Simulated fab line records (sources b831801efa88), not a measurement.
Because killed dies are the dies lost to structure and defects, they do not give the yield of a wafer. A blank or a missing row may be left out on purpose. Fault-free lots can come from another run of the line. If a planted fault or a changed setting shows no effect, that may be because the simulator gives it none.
2 desks, one fault ; flow gf180mcu ; every desk sees just its own numbers, and what lay behind them comes last

== AT THE METROLOGY DESK ==
Lot by lot, what the gauges showed, no matter which tool ran the lot: averages of those sampled wafers that carry a number. A lot is out of limits, marked OUT, if its mean lies more than 4 standard deviations from the usual mean; the brackets give that distance.
Columns: A = V3_W_RS at GF_V3_RS_MEAS_24, usual 0.328 ohm/sq; B = V3_W_THK at GF_V3_THK_MEAS_25, usual 356 nm; C = M4_ALCU_RS at GF_M4_RS_MEAS_05, usual 0.0696 ohm/sq; D = M4_ALCU_THK at GF_M4_THK_MEAS_06, usual 450 nm
lot;first seen here;A;B;C;D
L613;day 22 13:14;0.321;359;0.0694;453
L623;day 26 07:49;0.320;359;0.0695;450
L629;day 28 01:02;0.325;353;0.0679;458
L631;day 28 12:38;0.327;354;0.0701;449
L635;day 29 15:51;0.334;354;0.0701;449
This desk found nothing out of limits on any of the 5 lots.

== THE TOOL OWNER'S DESK: pvd_sputter-01 ==
The tool's own readings at GF_M4_SPUTTER_02 (material AlCu, target thk 450 nm, time 23.9 s): means of the sampled wafers that have a number, for each lot that ran on this tool. A lot is out of limits, marked OUT, if its mean lies more than 4 standard deviations from the usual mean; the brackets give that distance.
Columns: A = throttle_valve_pct at GF_M4_SPUTTER_02, usual 29.9 %
lot;first seen here;A
L623;day 26 08:33;29.7
L629;day 28 01:38;29.3
This desk found nothing out of limits on any of the 2 lots.

== TAKEN TOGETHER ==
Metrology desk: nothing out of limits seen.
Nothing out of limits was seen by the tool owner's desk.

== WHAT WAS PUT IN BY THE SIMULATOR ==
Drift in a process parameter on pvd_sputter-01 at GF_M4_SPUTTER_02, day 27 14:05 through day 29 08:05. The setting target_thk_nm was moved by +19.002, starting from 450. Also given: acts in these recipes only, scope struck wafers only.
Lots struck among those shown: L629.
